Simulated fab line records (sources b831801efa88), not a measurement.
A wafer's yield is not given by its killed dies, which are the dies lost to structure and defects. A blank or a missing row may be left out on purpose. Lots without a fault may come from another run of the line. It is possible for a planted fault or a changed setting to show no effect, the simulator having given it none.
8D (eight disciplines) problem report, filled in by code || flow sky130 || the parts of the form that need people (team, actions taken, sign-off) are left out

1. THE ISSUE
Across 6 wafers from 2 lots, POLY_GATE_OXIDATION_THK at SKY_POLY_GATE_THK_MEAS_21 averages 3.58 nm, while fault-free wafers read 3.99 nm with a standard deviation of 0.07. That puts it -5.9 standard deviations away from the usual mean.
Seen first at day 24 04:44 on film-metro-01, wafer L260.1. The record holds 33 wafers of 11 lots with a number at this step. By rule, "out" or "out of limits" means more than 4 standard deviations away from the usual mean. Any other wafer with a number is counted as sound.

2. WHAT THIS IS AND IS NOT
{"question": "which readings at this step", "is": "POLY_GATE_OXIDATION_THK", "is not": "-"}
{"question": "which lots", "is": "L259, L260", "is not": "L239, L240, L241, L244, L245, L248, L249, L250, L253"}
{"question": "which wafers of those lots", "is": "all that have a number", "is not": "-"}
{"question": "read on which gauges", "is": "film-metro-01, film-metro-02", "is not": "film-metro-03"}
{"question": "when", "is": "from day 24 04:44", "is not": "up to then (27 sound wafers)"}

3. THE SUSPECTS, EACH WITH WHAT RULES IT OUT
Counting: any tool at a process step up to the reading is kept as a suspect provided that every lot that is out went through it and no sound lot did after the first of them.
- ruled out: the gauge at SKY_POLY_GATE_THK_MEAS_21. Those wafers that are out were read across 2 gauges (film-metro-01, film-metro-02).
- furnace-01 at SKY_POLY_GATE_OXIDATION_20 (stabilise 600 s, purge 300 s, target thk 4 nm): kept. All lots that are out passed through it, beginning with L260 at day 24 03:29, and no sound lot followed; its final sound lot before that point was L249 at day 20 09:22. Its own spike-tc-centre-C, spike-tc-lower-C, spike-tc-upper-C, tube-center-temp-C, tube_center_temp_C_max readings are out on those wafers.
Left after counting: furnace-01 at SKY_POLY_GATE_OXIDATION_20.

4. THE CAUSE (what the simulator had put in)
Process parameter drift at SKY_POLY_GATE_OXIDATION_20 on furnace-01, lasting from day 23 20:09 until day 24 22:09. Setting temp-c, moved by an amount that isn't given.
This tool alone remained once counting was done.

5. SEQUENCE OF EFFECTS, ordered by route
Each row: a reading where the mean over the struck wafers with a number is more than 3 standard deviations away from the usual. Only readings whose record carries a usual standard deviation are examined. hours: median over the lots of the time between each lot's start at the first step of this table that gives one and its start at this step. sigmas: the change, counted in usual standard deviations.
{"hours": 0, "step": "SKY_POLY_GATE_OXIDATION_20", "reading": "spike-tc-bottom-C", "usual": "866.4 C", "on struck wafers": 856.4, "change": -10.0, "sigmas": -3.8}
{"hours": 0, "step": "SKY_POLY_GATE_OXIDATION_20", "reading": "spike-tc-centre-C", "usual": "850.3 C", "on struck wafers": 842.4, "change": -7.9, "sigmas": -7.9}
{"hours": 0, "step": "SKY_POLY_GATE_OXIDATION_20", "reading": "spike-tc-lower-C", "usual": "850.9 C", "on struck wafers": 842.8, "change": -8.1, "sigmas": -8.2}
{"hours": 0, "step": "SKY_POLY_GATE_OXIDATION_20", "reading": "spike-tc-upper-C", "usual": "848.8 C", "on struck wafers": 840.8, "change": -8.0, "sigmas": -6.7}
{"hours": 0, "step": "SKY_POLY_GATE_OXIDATION_20", "reading": "tube-center-temp-C", "usual": "850 C", "on struck wafers": 842, "change": -8, "sigmas": "-99 or more"}
{"hours": 0, "step": "SKY_POLY_GATE_OXIDATION_20", "reading": "tube_center_temp_C_max", "usual": 852.1, "on struck wafers": 844.1, "change": -8.0, "sigmas": -23}
{"hours": 1, "step": "SKY_POLY_GATE_THK_MEAS_21", "reading": "POLY_GATE_OXIDATION_THK", "usual": "3.99 nm", "on struck wafers": 3.58, "change": -0.41, "sigmas": -5.9}
Process steps it contains:
- SKY_POLY_GATE_OXIDATION_20: stabilise 600 s, purge 300 s, target thk 4 nm.
At these later measuring or inspecting steps, every struck wafer for which the step has a row has a number for every such reading, and none has moved that far: SKY_CONTACT_OVL_MEAS_15.

6. HOW IT WOULD HAVE BEEN CAUGHT EARLIER
Counted from the fault's start at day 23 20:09, it took 9 hours until the first out-of-limits reading at a measuring or inspecting step in this record, taken at day 24 04:44.
Tool's own readings at SKY_POLY_GATE_OXIDATION_20, spike-tc-centre-C, spike-tc-lower-C, spike-tc-upper-C, tube-center-temp-C, tube_center_temp_C_max: out on all struck wafers the step has rows for; an alarm limit on them would have tripped on the first.
Among the 2 lots that are out, L259 began SKY_POLY_GATE_OXIDATION_20 on furnace-01 after day 24 04:44. Putting the tool on hold at that point would have spared it.
